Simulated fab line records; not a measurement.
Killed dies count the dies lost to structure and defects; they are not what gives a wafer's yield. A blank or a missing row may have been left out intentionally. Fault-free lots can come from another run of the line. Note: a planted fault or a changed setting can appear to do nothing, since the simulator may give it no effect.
A single fault, viewed from 2 desks :: flow sky130 :: only its own numbers are on each desk; what lay behind them is given at the end

## FROM THE METROLOGY DESK
What the gauges read for every lot (on any tool): the sampled wafers with a number, averaged. If a lot's mean is further than 4 standard deviations from the usual mean, the lot is out of limits and carries the mark OUT (the distance appears in the brackets).
Columns: A = RES_XHIGH_RS at SKY_SD_N_RS_MEAS_18, usual 333.7 ohm/sq; B = LI_CONTACT_HDPCVD_THK at SKY_LI_CONTACT_THK_MEAS_01, usual 936 nm; C = LI_CONTACT_OVL at SKY_LI_CONTACT_OVL_MEAS_13, usual 5 nm; D = LOCAL_INTERCONNECT_TIN_RS at SKY_LOCAL_INTERCONNECT_RS_MEAS_01, usual 14.21 ohm/sq; E = LOCAL_INTERCONNECT_TIN_THK at SKY_LOCAL_INTERCONNECT_THK_MEAS_02, usual 99.3 nm
lot: L844
first seen here: day 30 14:31
A: 335.8
B: 937
C: 4
D: 14.25
E: 98.4

lot: L843
first seen here: day 30 18:25
A: 333.7
B: 937
C: -3
D: 14.48
E: 97.2

lot: L845
first seen here: day 30 20:26
A: 332.6
B: 930
C: 1
D: 13.54 (-5.1) OUT
E: 104.5 (+5.5) OUT

lot: L846
first seen here: day 30 20:36
A: 332.6
B: 957
C: 2
D: 13.97
E: 100.7

lot: L847
first seen here: day 31 01:36
A: 333.7
B: 927
C: 4
D: 13.54 (-5.2) OUT
E: 104.8 (+5.9) OUT

lot: L854
first seen here: day 33 09:31
A: 333.4
B: 938
C: 3
D: 14.15
E: 100.0

lot: L855
first seen here: day 33 17:14
A: 332.6
B: 945
C: 8
D: 14.29
E: 99.1

lot: L856
first seen here: day 33 20:29
A: 333.0
B: 938
C: 0
D: 14.29
E: 98.7

lot: L857
first seen here: day 34 10:19
A: 333.1
B: 943
C: 9
D: 14.21
E: 99.3

lot: L859
first seen here: day 34 20:38
A: 334.5
B: 923
C: 8
D: 14.25
E: 99.4

lot: L860
first seen here: day 34 23:34
A: 333.5
B: 941
C: 2
D: 14.31
E: 98.8
This desk reports L845, L847 out of limits; the earliest was L845 at day 32 01:37 (LOCAL_INTERCONNECT_TIN_RS at SKY_LOCAL_INTERCONNECT_RS_MEAS_01). Within limits: L844, L843, L846, L854, L855, L856, L857, L859, L860.

## AT THE TOOL OWNER'S DESK: pvd sputter-02
At SKY_LOCAL_INTERCONNECT_SPUTTER_00 (material TiN, target thk 100 nm, time 83.3 s) the tool's own readings: per lot run on this tool, the mean of the sampled wafers that have a number. If a lot's mean is further than 4 standard deviations from the usual mean, the lot is out of limits and carries the mark OUT (the distance appears in the brackets).
Columns: A = throttle valve pct at SKY_LOCAL_INTERCONNECT_SPUTTER_00, usual 29.8 %
lot: L844
first seen here: day 31 19:52
A: 30.2

lot: L843
first seen here: day 31 23:47
A: 30.1

lot: L845
first seen here: day 32 01:32
A: 29.4

lot: L846
first seen here: day 32 02:22
A: 30.2

lot: L847
first seen here: day 32 06:28
A: 30.2

lot: L856
first seen here: day 35 01:19
A: 30.5

lot: L857
first seen here: day 35 14:45
A: 29.9
This desk found nothing out of limits on any of the 7 lots.

## TAKEN TOGETHER
Metrology desk: alarm possible at day 32 01:37 on L845, L847.
The tool owner's desk saw nothing out of limits.
On record at the tool owner's desk: L845, L847, within its limits.
The lots listed all ran SKY_LOCAL_INTERCONNECT_SPUTTER_00 on pvd sputter-02.

## WHAT THE SIMULATOR HAD INSERTED
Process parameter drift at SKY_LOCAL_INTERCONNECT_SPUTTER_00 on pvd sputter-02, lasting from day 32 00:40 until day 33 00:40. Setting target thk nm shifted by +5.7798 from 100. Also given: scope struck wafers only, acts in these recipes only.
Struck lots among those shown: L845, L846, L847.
Delay in hours, fault start to first out-of-limits reading, per desk: metrology desk 1.
